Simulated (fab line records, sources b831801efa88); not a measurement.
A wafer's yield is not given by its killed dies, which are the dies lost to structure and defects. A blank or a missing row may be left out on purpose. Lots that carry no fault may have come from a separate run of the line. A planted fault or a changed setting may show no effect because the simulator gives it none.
Which tool was responsible? + flow sky130 + 12 lots with 36 wafers sampled at 4 steps, on a route of 708 steps

## WHAT THE GAUGES READ, wafer by wafer
SKY_VT_ADJUST_HVTP_TW_MEAS_11.
| lot  | measured     | on            | VT_ADJUST_HVTP_TW |
|------|--------------|---------------|-------------------|
| L787 | day 6 10:06  | film-metro-03 | 1360 1359 1364    |
| L788 | day 6 14:47  | film-metro-02 | 1340 1341 1333    |
| L790 | day 7 07:01  | film-metro-03 | 1365 1362 1360    |
| L792 | day 7 15:56  | film-metro-04 | 1356 1364 1359    |
| L794 | day 8 05:05  | film-metro-03 | 1359 1368 1356    |
| L795 | day 8 09:31  | film-metro-03 | 1354 1363 1356    |
| L800 | day 9 19:16  | film-metro-02 | 1211 1220 1221    |
| L801 | day 10 04:02 | film-metro-03 | 1238 1240 1236    |
| L803 | day 10 17:38 | film-metro-04 | 1239 1238 1239    |
| L805 | day 11 06:10 | film-metro-02 | 1332 1331 1336    |
| L806 | day 11 11:14 | film-metro-04 | 1347 1345 1351    |
| L809 | day 12 09:23 | film-metro-02 | 1350 1345 1342    |

SKY_VT_ADJUST_LVTN_OVL_MEAS_07.
| lot  | measured     | on         | VT_ADJUST_LVTN_OVL (nm) |
|------|--------------|------------|-------------------------|
| L787 | day 7 05:10  | overlay-01 | 0.5 -3.4 -0.1           |
| L788 | day 7 09:28  | overlay-02 | -4.2 -2.1 -3.7          |
| L790 | day 8 03:25  | overlay-01 | -1.9 0.0 -0.4           |
| L792 | day 8 11:57  | overlay-02 | -2.4 -4.3 -1.3          |
| L794 | day 9 01:44  | overlay-02 | -2.9 -0.2 0.8           |
| L795 | day 9 07:07  | overlay-02 | -2.9 -1.7 -2.2          |
| L800 | day 10 17:53 | overlay-01 | -0.3 0.4 -0.3           |
| L801 | day 11 03:13 | overlay-01 | -2.7 -4.4 -2.8          |
| L803 | day 11 17:30 | overlay-01 | 0.3 -1.7 -1.4           |
| L805 | day 12 06:11 | overlay-02 | -2.4 -3.4 -2.6          |
| L806 | day 12 10:50 | overlay-02 | -3.6 -0.3 -4.7          |
| L809 | day 13 10:25 | overlay-02 | -2.7 -0.4 -1.4          |

## WHICH TOOL RAN EACH LOT (tool, then ch and the chambers of the sampled wafers, then the start)
| lot  | SKY_VT_ADJUST_HVTP_IMPLANT_09   | SKY_VT_ADJUST_HVTP_STRIP_10          |
|------|---------------------------------|--------------------------------------|
| L787 | implanter-01 ch 0, day 6 09:52  | plasma-asher-03 ch 0,1, day 6 09:59  |
| L788 | implanter-01 ch 0, day 6 14:32  | plasma-asher-01 ch 1, day 6 14:41    |
| L790 | implanter-03 ch 0, day 7 06:46  | plasma-asher-03 ch 0, day 7 06:55    |
| L792 | implanter-03 ch 0, day 7 15:43  | plasma-asher-01 ch 0,1, day 7 15:52  |
| L794 | implanter-02 ch 0, day 8 04:49  | plasma-asher-01 ch 0,1, day 8 04:58  |
| L795 | implanter-02 ch 0, day 8 09:16  | plasma-asher-03 ch 0,1, day 8 09:25  |
| L800 | implanter-02 ch 0, day 9 19:01  | plasma-asher-03 ch 0,1, day 9 19:10  |
| L801 | implanter-02 ch 0, day 10 03:47 | plasma-asher-03 ch 1, day 10 03:56   |
| L803 | implanter-02 ch 0, day 10 17:25 | plasma-asher-01 ch 0,1, day 10 17:34 |
| L805 | implanter-01 ch 0, day 11 05:56 | plasma-asher-03 ch 0,1, day 11 06:05 |
| L806 | implanter-01 ch 0, day 11 11:01 | plasma-asher-03 ch 0,1, day 11 11:10 |
| L809 | implanter-01 ch 0, day 12 09:08 | plasma-asher-02 ch 0,1, day 12 09:17 |
- SKY_VT_ADJUST_HVTP_IMPLANT_09
- SKY_VT_ADJUST_HVTP_STRIP_10: strips in O2/N2.

## WHAT THE TOOLS THEMSELVES READ (means of the sampled wafers that have a number; where no wafer has one, the mark that the record gives instead)
SKY_VT_ADJUST_HVTP_IMPLANT_09.
| lot  | tool         | dose-ions-cm2 | faraday-current-uA |
|------|--------------|---------------|--------------------|
| L787 | implanter-01 | 4.3e+12       | 24.1               |
| L788 | implanter-01 | 4.3e+12       | 24.3               |
| L790 | implanter-03 | 4.3e+12       | 23.8               |
| L792 | implanter-03 | 4.3e+12       | 24.1               |
| L794 | implanter-02 | 4.3e+12       | 24.2               |
| L795 | implanter-02 | 4.3e+12       | 23.8               |
| L800 | implanter-02 | 3.3e+12       | 18.7               |
| L801 | implanter-02 | 3.3e+12       | 18.4               |
| L803 | implanter-02 | 3.3e+12       | 18.5               |
| L805 | implanter-01 | 4.3e+12       | 24.3               |
| L806 | implanter-01 | 4.3e+12       | 24.2               |
| L809 | implanter-01 | 4.3e+12       | 24.0               |

SKY_VT_ADJUST_HVTP_STRIP_10.
| lot  | tool            | drypump-motor-current-A (A) | oes-product-au (a.u.) | strip-time-to-endpoint-s (s) |
|------|-----------------|-----------------------------|-----------------------|------------------------------|
| L787 | plasma-asher-03 | 5.4                         | 0.717                 | 14.24                        |
| L788 | plasma-asher-01 | 5.9                         | 0.718                 | 14.18                        |
| L790 | plasma-asher-03 | 5.4                         | 0.717                 | 14.19                        |
| L792 | plasma-asher-01 | 5.3                         | 0.723                 | 14.19                        |
| L794 | plasma-asher-01 | 5.4                         | 0.715                 | 14.16                        |
| L795 | plasma-asher-03 | 5.4                         | 0.713                 | 14.17                        |
| L800 | plasma-asher-03 | 5.4                         | 0.719                 | 14.22                        |
| L801 | plasma-asher-03 | 5.4                         | 0.710                 | 14.15                        |
| L803 | plasma-asher-01 | 5.3                         | 0.720                 | 14.24                        |
| L805 | plasma-asher-03 | 5.4                         | 0.713                 | 14.18                        |
| L806 | plasma-asher-03 | 5.4                         | 0.708                 | 14.20                        |
| L809 | plasma-asher-02 | 6.1                         | 0.718                 | 14.20                        |

## THE ANSWER, worked out from the rows above alone
Rule: the usual values come from the lots themselves. The widest of any qualifying gaps counts: lots, ordered by their means at a reading, are off when they make up no more than a third of the lots, leave a main group of 4 or more, and stand apart from it by 3 or more times the standard deviation of that group's means. A main group is skipped when, at the precision printed for the reading in the tables above, its means are all equal. Also off: a lot with no number at a reading for which 4 or more lots have one. Where the step has rows for the other lots, those lots are counted as sound. After the gauges, taken in route order, come the tools' own readings; for these a lot's mean is taken, as printed above. The first step at which some lot is off is used, and at that step the reading that is off furthest; a lot without a number counts as furthest.
Off: L800, L801, L803, at SKY_VT_ADJUST_HVTP_TW_MEAS_11 (VT_ADJUST_HVTP_TW). Main group: mean 1352, sd 10.
If a tool, at a process step before that reading, ran all the lots that are off and no sound lot after the first of them, it fits. Not tried: the gauges at SKY_VT_ADJUST_HVTP_TW_MEAS_11; whatever is off there is also off at SKY_VT_ADJUST_HVTP_IMPLANT_09, on other tools, and gauge error can't account for it. One fits: SKY_VT_ADJUST_HVTP_IMPLANT_09 on implanter-02. A fault onset in the window from L795 (day 8 09:16, its last sound lot) to L800 (day 9 19:01, its first lot off) fits.
The tool's own readings at SKY_VT_ADJUST_HVTP_IMPLANT_09 bear it out: on the lots that are off they differ by more than 5 times the standard deviation of the sound lots' means. dose-ions-cm2 reads 3.3e+12 there against 4.3e+12 on the sound lots; faraday-current-uA reads 18.5 there against 24.1 on the sound lots.

## WHAT HAD BEEN PUT IN BY THE SIMULATOR
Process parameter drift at SKY_VT_ADJUST_HVTP_IMPLANT_09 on implanter-02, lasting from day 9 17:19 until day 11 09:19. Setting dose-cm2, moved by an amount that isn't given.
Struck lots among those shown: L800, L801, L803. The rule given above showed the same thing.
